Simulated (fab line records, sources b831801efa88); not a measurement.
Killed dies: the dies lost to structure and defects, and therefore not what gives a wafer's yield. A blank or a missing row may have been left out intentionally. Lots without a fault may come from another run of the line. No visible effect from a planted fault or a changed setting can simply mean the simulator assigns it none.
Comparing a struck lot with a sound one ; flow sfq_line ; 21 steps out of a route of 325
Sound: the wafers L756.1, L756.2, L756.3. Struck: wafer L766.6. (L766.1, L766.4 of the same lot were not struck and are left out.) The cause comes at the end.
At each step with rows: each side's tool, then ch and its chambers, then its first start. Under that, the readings that differ: sound wafers ; struck wafers ; difference of the means ; sigmas: that difference in standard deviations of wafers without a fault.
alike: readings whose means differ by less than 2 such deviations, and words and numbers that are the same on both sides. not compared: withheld readings, readings that some wafer has no value for, bounds like >300 that may hide the same value, and numbers for which the record gives no deviation and whose values overlap.
The two part at a step that has a row with sigmas, a row that says differs or no value, or rows on one side only. Non-overlapping numbers with no deviation appear without sigmas and do not part them. A reading missing from all wafers of one side parts the sides only when that side holds two or more wafers.

first, 2 steps without rows for these wafers: SFQ_TRILAYER_M2_LITHO_PEB_060 (peb time 60 s); SFQ_TRILAYER_M2_LITHO_DEVELOP_059 (time 60 s).
SFQ_M2_OVL_MEAS_916:
  struck on overlay-02, day 36 09:27; sound on overlay-02, day 32 06:41
  alike: M2_OVL
then, 1 step without rows for these wafers: SFQ_TRILAYER_M2_BARC_OPEN_METAL_ETCH_077 (etches BARC in O2, target depth 125 nm, time 41.7 s).
SFQ_TRILAYER_M2_ETCH_METAL_ETCH_060: etches Nb in Cl2/Ar, stops on SiO2, target depth 240 nm, time 120 s.
  sound on rie_metal-02 ch 0,1, day 32 06:46; struck on rie_metal-03 ch 1, day 36 09:33
reading;sound;struck;difference;sigmas
oes_product_au (a.u.);0.905 0.906 0.909;0.884;-0.023;-3
  alike: bias_w, drypump_motor_current_A
  not compared: rf_hours_counter_h
then, 2 steps without rows for these wafers: SFQ_TRILAYER_M2_STRIP_STRIP_061 (strips in O2); SFQ_TRILAYER_M2_STRIP_SOLV_CLEAN_062 (cleans in NMP, time 600 s).
SFQ_TRILAYER_I2_DEP_PECVD_063: deposits SiO2 from SiH4/N2O, time 111.11 s, target thk 500 nm.
  sound on pecvd-03 ch 0,1,2, day 32 07:40; struck on pecvd-03 ch 2, day 36 10:27
  alike: heater_power_w, throttle_valve_pct
  not compared: since_wet_clean_h
SFQ_TRILAYER_I2_CMP_CMP_064: polishes SiO2.
  sound on cmp-02 ch 0,1,3, day 32 08:15; struck on cmp-01 ch 0, day 37 01:12
  alike: edge_zone_pressure_frac, head_pressure_psi, motor_current_A, slurry_filter_dp_kPa, time_to_endpoint_s
SFQ_I2_BOW_MEAS_917:
  struck on film_metro-04, day 37 01:42; sound on film_metro-04, day 32 10:45
reading;sound;struck;difference;sigmas
I2_BOW (um);3 4 17;-13;-21;-3
SFQ_TRILAYER_I2_METRO_MEASURE_065:
  struck on film_metro-04, day 37 01:49; sound on film_metro-04, day 32 10:52
  alike: thk_nm
then, 1 step without rows for these wafers: SFQ_TRILAYER_I2_VIA_LITHO_COAT_072 (resist thk 62 nm).
SFQ_TRILAYER_I2_VIA_LITHO_COAT_067: resist thk 650 nm.
  sound on litho_track-02 ch 0, day 32 12:22; struck on litho_track-01 ch 0, day 37 03:19
reading;sound;struck;difference;sigmas
model.KrF_of_TRILAYER_I2_VIA_LITHO_COAT_067.thk_nm (nm);650.8 652.3 651.9;673.2;+21.5;
  alike: dispense_pressure_kPa
then, 4 steps without rows for these wafers: SFQ_TRILAYER_I2_VIA_LITHO_SOFTBAKE_071; SFQ_TRILAYER_I2_VIA_LITHO_EXPOSE_068 (exposes mask I2, target cd 500 nm); SFQ_TRILAYER_I2_VIA_LITHO_PEB_070 (peb time 60 s); SFQ_TRILAYER_I2_VIA_LITHO_DEVELOP_069 (time 60 s).
-- the record jumps here: 6 days lie between the struck wafers' starts before and after --
SFQ_I2_OVL_MEAS_918:
  struck on overlay-02, day 42 23:07; sound on overlay-02, day 39 05:57
  alike: I2_OVL
then, 1 step without rows for these wafers: SFQ_TRILAYER_I2_VIA_BARC_OPEN_VIA_ETCH_096 (etches BARC in O2, target depth 125 nm, time 41.7 s).
SFQ_TRILAYER_I2_VIA_ETCH_VIA_ETCH_070: etches SiO2 in CHF3, stops on Nb, target depth 260 nm.
  sound on rie_diel-02 ch 0,1,2, day 39 06:02; struck on rie_diel-03 ch 0, day 42 23:12
reading;sound;struck;difference;sigmas
model.KrF_of_TRILAYER_I2_VIA_LITHO_COAT_067.thk_nm (nm);526.1 530.1 530.8;549.2;+20.2;
  alike: bias_w, drypump_motor_current_A, oes_product_au
SFQ_TRILAYER_I2_VIA_STRIP_STRIP_071: strips in O2.
  sound on rie_metal-02 ch 0,1, day 39 06:08; struck on rie_metal-04 ch 0, day 42 23:19
  alike: drypump_motor_current_A, oes_product_au
  not compared: rf_hours_counter_h

== WHERE THEY PART ==
Earliest at SFQ_TRILAYER_M2_ETCH_METAL_ETCH_060; latest, in this record, at SFQ_I2_BOW_MEAS_917. Later steps at which nothing parts them and some readings are alike: SFQ_TRILAYER_I2_METRO_MEASURE_065, SFQ_TRILAYER_I2_VIA_LITHO_COAT_067, SFQ_I2_OVL_MEAS_918, SFQ_TRILAYER_I2_VIA_ETCH_VIA_ETCH_070, SFQ_TRILAYER_I2_VIA_STRIP_STRIP_071.

WHY: whatever the simulator had introduced
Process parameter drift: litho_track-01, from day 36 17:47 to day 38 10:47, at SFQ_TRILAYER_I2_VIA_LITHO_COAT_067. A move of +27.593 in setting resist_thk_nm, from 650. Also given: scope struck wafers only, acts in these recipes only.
